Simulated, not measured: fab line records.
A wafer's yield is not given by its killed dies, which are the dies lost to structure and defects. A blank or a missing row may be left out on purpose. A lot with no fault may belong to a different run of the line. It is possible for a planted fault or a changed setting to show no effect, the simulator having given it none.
Struck lot and sound lot, side by side | flow sky130 | 15 steps out of a route of 708
Sound: these wafers, L390.1, L390.5, L390.6. Struck: wafers L404.2, L404.3 (left out: L404.4, a lot-mate that was not struck); the cause follows at the end.
At each step with rows: each side's tool, then ch and its chambers, then its first start. Under that, the readings that differ: sound wafers | struck wafers | difference of the means | sigmas: that difference in standard deviations of wafers without a fault.
alike: readings with means less than 2 such deviations apart, plus words and numbers identical on both sides. not compared: withheld readings, readings lacking a value on some wafer, bounds such as >300 that could conceal the same value, and numbers that have no deviation in the record and whose values overlap.
Wherever a step has rows on one side only, a row that says differs or no value, or a row with sigmas, the two part there. Numbers that don't overlap but have no deviation are shown without sigmas and don't part them. A reading that every wafer of one side lacks parts them only if that side has two wafers or more.

first, 3 steps without rows for these wafers: SKY_PASSIVATION_EXPOSE_08 (exposes mask NSM, target cd 3000 nm); SKY_PASSIVATION_PEB_09; SKY_PASSIVATION_DEVELOP_10 (develop time 60 s).
SKY_PASSIVATION_ETCH_11: etches the open film in CF4/O2, stops on AlCu, target depth 725 nm, time 161.1 s.
  sound on rie_diel-02 ch 0,3, day 46 06:40; struck on rie_diel-02 ch 2,3, day 49 06:32
  alike: drypump_motor_current_A, oes_product_au, throttle_valve_pct
  not compared: rf_hours_counter_h
SKY_PASSIVATION_STRIP_12: strips in O2/N2.
  sound on plasma_asher-03 ch 0,1, day 46 06:46; struck on plasma_asher-01 ch 0,1, day 49 06:39
  alike: drypump_motor_current_A, oes_product_au, strip_time_to_endpoint_s
  not compared: rf_hours_counter_h
then, 7 steps without rows for these wafers: SKY_PAD_OPEN_DEHYDRATE_00 (time 60 s); SKY_PAD_OPEN_HMDS_01 (prime time 60 s); SKY_PAD_OPEN_COAT_02 (resist thk 3000 nm); SKY_PAD_OPEN_SOFTBAKE_03; SKY_PAD_OPEN_EXPOSE_04 (exposes mask PDM, target cd 60000 nm); SKY_PAD_OPEN_PEB_05; SKY_PAD_OPEN_DEVELOP_06 (develop time 60 s).
SKY_PAD_OPEN_ETCH_07: etches the open film in CF4/O2, stops on AlCu, target depth 725 nm, time 161.1 s.
  sound on rie_diel-03 ch 0,1, day 47 03:31; struck on rie_diel-03 ch 3, day 50 00:01
  reading                              | sound             | struck      | difference | sigmas
  drypump_motor_current_A (A)          | 5.0 5.3 5.0       | 6.0 5.9     | +0.9       | +2
  oes_product_au (a.u.)                | 0.974 0.982 0.972 | 0.843 0.843 | -0.133     | -18
  throttle_valve_pct (%)               | 5.948 5.961 5.956 | 5.915 5.924 | -0.035     | -4
  model.PAD_OPEN.feature_depth_nm (nm) | 704.3 713.1 705.1 | 543.8 545.2 | -163.0     |
  model.etch.depth_nm (nm)             | 704.3 713.1 705.1 | 543.8 545.2 | -163.0     |
  not compared: rf_hours_counter_h
SKY_PAD_OPEN_STRIP_08: strips in O2/N2.
  sound on plasma_asher-01 ch 0,1, day 47 03:37; struck on plasma_asher-04 ch 0,1, day 50 00:11
  alike: drypump_motor_current_A, oes_product_au, strip_time_to_endpoint_s
  not compared: rf_hours_counter_h
SKY_PAD_OPEN_PROBE_99:
  sound on prober-02, day 47 06:37; struck on prober-01, day 50 02:26
  reading                                 | sound             | struck      | difference | sigmas
  defect_limited_yield (%)                | 83.1 80.3 79.7    | 0 0         | -81        | -45
  killed_at_other                         | 0 0 2             | 410 396     | +402       | +99 or more
  killed_dies                             | 83 97 100         | 492 492     | +399       | +45
  killed_on_rim                           | 18 17 22          | 96 96       | +77        | +19
  killed_short                            | 42 50 55          | 29 33       | -18        | -3
  sort_bin_5_function (%)                 | 7.9 12.2 10.4     | 94.5 92.3   | +83.2      | +59
  sort_n_pass                             | 409 395 392       | 0 0         | -399       | -45
  sort_yield_pct (%)                      | 83.1 80.3 79.7    | 0 0         | -81        | -45
  model.etest.tester.sort_n_pass          | 409 395 392       | 0 0         | -399       |
  model.etest.tester.sort_yield_pct (%)   | 83.13 80.28 79.67 | 0 0         | -81        |
  model.etest.tester.sort_bin_5_pct (%)   | 7.927 12.2 10.37  | 94.51 92.28 | +83.23     |
  model.etest.res_poly.open               | 0 0 0             | 1 1         | +1         |
  model.etest.pfet_01v8_hvt.under_floor   | 0 0 0             | 1 1         | +1         |
  model.etest.sram_pfet_latch.under_floor | 0 0 0             | 1 1         | +1         |
  model.etest.res_xhigh_po.open           | 0 0 0             | 1 1         | +1         |
  model.etest.ring_1v8.no_ring            | 0 0 0             | 1 1         | +1         |
  alike: killed_at_M0_to_M3, killed_at_M4_up, killed_at_contacts, killed_at_front_end, killed_open, sort_bin_3_pad_short, sort_bin_6_memory

## WHERE THEY PART
First at SKY_PAD_OPEN_ETCH_07; last, within this record, at SKY_PAD_OPEN_PROBE_99.

WHY: the cause the simulator had injected
rie_diel-03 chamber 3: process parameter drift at SKY_PAD_OPEN_ETCH_07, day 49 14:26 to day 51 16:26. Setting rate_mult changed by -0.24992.
